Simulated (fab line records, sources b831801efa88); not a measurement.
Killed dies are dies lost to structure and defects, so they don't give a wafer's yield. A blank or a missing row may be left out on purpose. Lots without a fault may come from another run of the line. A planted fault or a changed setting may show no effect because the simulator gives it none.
A struck lot beside a sound one | flow gf180mcu | 15 steps out of a route of 602
Sound: wafers L304.2, L304.3, L304.4. Struck: wafers L299.1, L299.5. (L299.2 of the same lot was not struck and is left out.) The cause comes at the end.
At each step with rows: each side's tool, then ch and its chambers, then its first start. Under that, the readings that differ: sound wafers | struck wafers | difference of the means | sigmas: that difference in standard deviations of wafers without a fault.
alike: readings whose means differ by less than 2 such deviations, and words and numbers that are the same on both sides. not compared: withheld readings, readings that some wafer has no value for, bounds like >300 that may hide the same value, and numbers for which the record gives no deviation and whose values overlap.
The two part at a step that has a row with sigmas, a row that says differs or no value, or rows on one side only. Numbers that don't overlap but have no deviation are shown without sigmas and don't part them. A reading that every wafer of one side lacks parts them only if that side has two wafers or more.

GF_PSD_RS_MEAS_15: measures by four-point-probe.
  sound on film_metro-04, day 19 08:30; struck on film_metro-04, day 17 04:37
  alike: PSD_RS
GF_SAB_CVD_00: deposits SiO2 from TEOS, target thk 50 nm, time 4.9302 s.
  sound on pecvd-03 ch 0,1,2, day 19 08:36; struck on pecvd-03 ch 0,2, day 17 04:44
  alike: heater_power_w, susceptor_temp_C
GF_SAB_THK_MEAS_01:
  sound on film_metro-03, day 19 08:37; struck on film_metro-03, day 17 04:44
  alike: SAB_CVD_00_THK
then, 7 steps without rows for these wafers: GF_SAB_DEHYDRATE_02 (time 60 s); GF_SAB_HMDS_03 (prime time 60 s); GF_SAB_COAT_04 (resist thk 1000 nm); GF_SAB_SOFTBAKE_05 (time 60 s); GF_SAB_EXPOSE_06 (exposes mask SAB, target cd 420 nm); GF_SAB_PEB_07; GF_SAB_DEVELOP_08 (develop time 60 s).
GF_SAB_CD_MEAS_09: target cd 420 nm.
  sound on cd_sem-01, day 20 09:10; struck on cd_sem-01, day 18 03:20
  alike: cd_nm
GF_SAB_OVL_MEAS_10:
  sound on overlay-01, day 20 09:16; struck on overlay-02, day 18 03:27
  alike: SAB_OVL
GF_SAB_ETCH_11: etches SiO2 in C4F8/O2/Ar, target depth 55 nm, time 8.5 s.
  sound on rie_diel-02 ch 0,1,3, day 20 09:18; struck on rie_diel-04 ch 1,3, day 18 03:29
  reading                         | sound             | struck      | difference | sigmas
  model.etch.depth_nm (nm)        | 54.07 54.89 55.24 | 64.25 65.26 | +10.02     |
  model.SAB.feature_depth_nm (nm) | 54.07 54.89 55.24 | 64.25 65.26 | +10.02     |
  alike: oes_product_au
  not compared: rf_hours_counter_h
then, 1 step without rows for these wafers: GF_SAB_WET_ETCH_12 (etches SiO2 in dHF, target depth 22 nm, time 440 s).
-- the record jumps here: 13 days lie between the struck wafers' starts before and after (it left off in module SAB and takes up again in module PASSIVATION, whose first step shown is number 602 of the route) --
GF_PASSIVATION_PROBE_99:
  the record has rows for the struck wafers here (prober-01, day 31 10:21) and none for the sound ones

WHERE THEY PART
Only at GF_PASSIVATION_PROBE_99, within this record.

WHY: what the simulator had put in
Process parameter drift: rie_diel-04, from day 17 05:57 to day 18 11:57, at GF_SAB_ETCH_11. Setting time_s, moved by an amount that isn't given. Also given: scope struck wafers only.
